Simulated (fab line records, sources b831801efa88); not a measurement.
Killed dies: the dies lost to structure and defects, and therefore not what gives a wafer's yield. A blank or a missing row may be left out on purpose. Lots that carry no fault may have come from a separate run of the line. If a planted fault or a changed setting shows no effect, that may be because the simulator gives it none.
Code-filled problem report in 8D (eight disciplines) form -- flow gf180mcu -- the parts of the form that need people (team, actions taken, sign-off) are left out

## 1. THE PROBLEM
At GF_SALICIDE_RTA_06, chamber-o2-ppm averages 301.982 over 6 wafers from 2 lots, while fault-free wafers read 1.996, standard deviation 0.02. That is +99 or more standard deviations from the usual mean.
The step: time 30 s.
Earliest sighting: wafer L575.2 on rtp-anneal-01 at day 18 08:26. Wafers with a number at this step in the record: 18, from 6 lots. By rule, "out" or "out of limits" means more than 4 standard deviations away from the usual mean. The rest of the wafers with a number are treated as sound.

## 2. WHAT IT IS AND WHAT IT IS NOT
question,is,is not
which readings at this step,chamber-o2-ppm,"anneal-temp-c-max, lamp-power-pct, wafer_temp_C_max"
which lots,"L575, L577","L573, L574, L587, L589"
which wafers of those lots,all that have a number,-
read on which tools,rtp-anneal-01,rtp-anneal-02
when,from day 18 08:26,"up to then (6 sound wafers); but 6 sound wafers of L587, L589 came after"

## 3. WHAT RULES OUT EACH SUSPECT
Counting: any tool at a process step up to the reading is kept as a suspect provided that every lot that is out went through it and no sound lot did after the first of them.
- rtp-anneal-01 at GF_SALICIDE_RTA_06 (time 30 s): ruled out as a lasting fault. Sound lots L587 ran on it after its first lot that is out, L575 (day 18 08:26).
Left after counting: nothing in the record.

## 4. THE CAUSE (what the simulator had put in)
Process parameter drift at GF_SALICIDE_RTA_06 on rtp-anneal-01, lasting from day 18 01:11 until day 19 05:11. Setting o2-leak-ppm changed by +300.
Counting ruled it out, wrongly.

## 5. THE EFFECT CHAIN, in route order
Rows list readings where the struck wafers' mean (over those with a number) sits beyond 3 standard deviations from the usual. Only readings whose record carries a usual standard deviation are examined. hours: median over the lots of the time between each lot's start at the first step of this table that gives one and its start at this step. sigmas: the change, counted in usual standard deviations.
hours,step,reading,usual,on struck wafers,change,sigmas
0,GF_SALICIDE_RTA_06,chamber-o2-ppm,1.996,301.982,+299.986,+99 or more
It contains these process steps:
- GF_SALICIDE_RTA_06: time 30 s.

## 6. HOW IT WOULD HAVE BEEN CAUGHT EARLIER
The fault began at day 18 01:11; the first out-of-limits reading in this record came at day 18 08:26, 7 hours later.
